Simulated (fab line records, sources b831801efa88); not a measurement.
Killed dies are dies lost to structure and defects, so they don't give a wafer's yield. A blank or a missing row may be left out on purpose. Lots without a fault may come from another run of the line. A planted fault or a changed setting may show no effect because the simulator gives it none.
Tool commonality check | flow gf180mcu | 12 lots, 36 wafers sampled

WHY IT WAS OPENED
At GF_V3_CD_MEAS_14 the reading cd_nm is flagged on 2 of 12 lots. Wafers without a fault read 259.5 nm, standard deviation 1.2.
Rule: a lot is flagged when every wafer of it that has a number lies more than 4 standard deviations from that mean, or none has a number. The other lots count as sound.

lot  | measured     | on        | cd_nm (nm), wafer by wafer | flag
L434 | day 22 13:56 | cd_sem-01 | 258.9 256.8 256.8          |
L437 | day 23 09:50 | cd_sem-02 | 259.7 260.6 260.2          |
L440 | day 24 10:35 | cd_sem-02 | 259.3 260.0 260.5          |
L441 | day 25 00:20 | cd_sem-02 | 259.4 260.8 260.9          |
L442 | day 25 06:29 | cd_sem-02 | 259.4 258.6 258.3          |
L443 | day 25 12:50 | cd_sem-01 | 259.4 259.6 259.3          |
L445 | day 26 10:08 | cd_sem-01 | 260.5 260.7 260.4          |
L448 | day 27 07:46 | cd_sem-02 | 260.3 260.5 260.6          |
L452 | day 28 10:04 | cd_sem-01 | 276.4 278.6 276.4          | FLAGGED
L453 | day 28 14:52 | cd_sem-02 | 273.6 273.0 274.0          | FLAGGED
L455 | day 29 07:53 | cd_sem-02 | 260.0 260.4 261.0          |
L456 | day 29 18:49 | cd_sem-02 | 258.1 258.5 258.5          |
The numbers of the flagged lots are 275.3 nm on average: +15.8 nm against the usual, or +13 standard deviations.

WHICH TOOL RAN EACH LOT
The record holds 1 process step before the reading, out of a route of 602 steps. In each cell: the tool, then ch and the chambers that the sampled wafers went through, then the start.
lot  | flag    | GF_V3_SOFTBAKE_10
L434 |         | litho_track-04 ch 0, day 22 02:00
L437 |         | litho_track-04 ch 0, day 22 22:00
L440 |         | litho_track-01 ch 0, day 23 23:00
L441 |         | litho_track-03 ch 0, day 24 13:00
L442 |         | litho_track-01 ch 0, day 24 20:00
L443 |         | litho_track-04 ch 0, day 25 02:00
L445 |         | litho_track-04 ch 0, day 25 23:00
L448 |         | litho_track-03 ch 0, day 26 21:00
L452 | FLAGGED | litho_track-03 ch 0, day 28 00:00
L453 | FLAGGED | litho_track-03 ch 0, day 28 05:00
L455 |         | litho_track-01 ch 0, day 28 22:00
L456 |         | litho_track-01 ch 0, day 29 09:00
What these steps do:
- GF_V3_SOFTBAKE_10: time 60 s.
- GF_V3_CD_MEAS_14: target cd 260 nm.

FLAGGED OVER TOTAL, TOOL BY TOOL (the gauges that took the reading come last)
step              | tool           | lots run | flagged | share of the flagged lots | sound lots run after its first flagged lot
GF_V3_SOFTBAKE_10 | litho_track-01 | 4        | 0       | none                      | -
GF_V3_SOFTBAKE_10 | litho_track-03 | 4        | 2       | all                       | 0
GF_V3_SOFTBAKE_10 | litho_track-04 | 4        | 0       | none                      | -
GF_V3_CD_MEAS_14  | cd_sem-01      | 4        | 1       | some                      | 0
GF_V3_CD_MEAS_14  | cd_sem-02      | 8        | 1       | some                      | 2 (L455,L456)

WHAT THE TABLE ALLOWS
1 row of the table ran every flagged lot: litho_track-03 at GF_V3_SOFTBAKE_10.
- litho_track-03 at GF_V3_SOFTBAKE_10: 2 of its 4 lots flagged. Its last sound lot is L448 (day 26 21:00), its first flagged lot L452 (day 28 00:00): a fault that began between those two fits. Its own readings lie more than 4 standard deviations out on every wafer of the flagged lots: heater_power_total_W, plate_temp_C.
One tool is left: litho_track-03 at GF_V3_SOFTBAKE_10.

WHAT THE SIMULATOR HAD PUT IN
Process parameter drift: litho_track-03, from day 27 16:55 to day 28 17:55, at GF_V3_SOFTBAKE_10. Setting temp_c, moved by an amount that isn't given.
Lots struck among those shown: L452, L453. The rule above found the same.
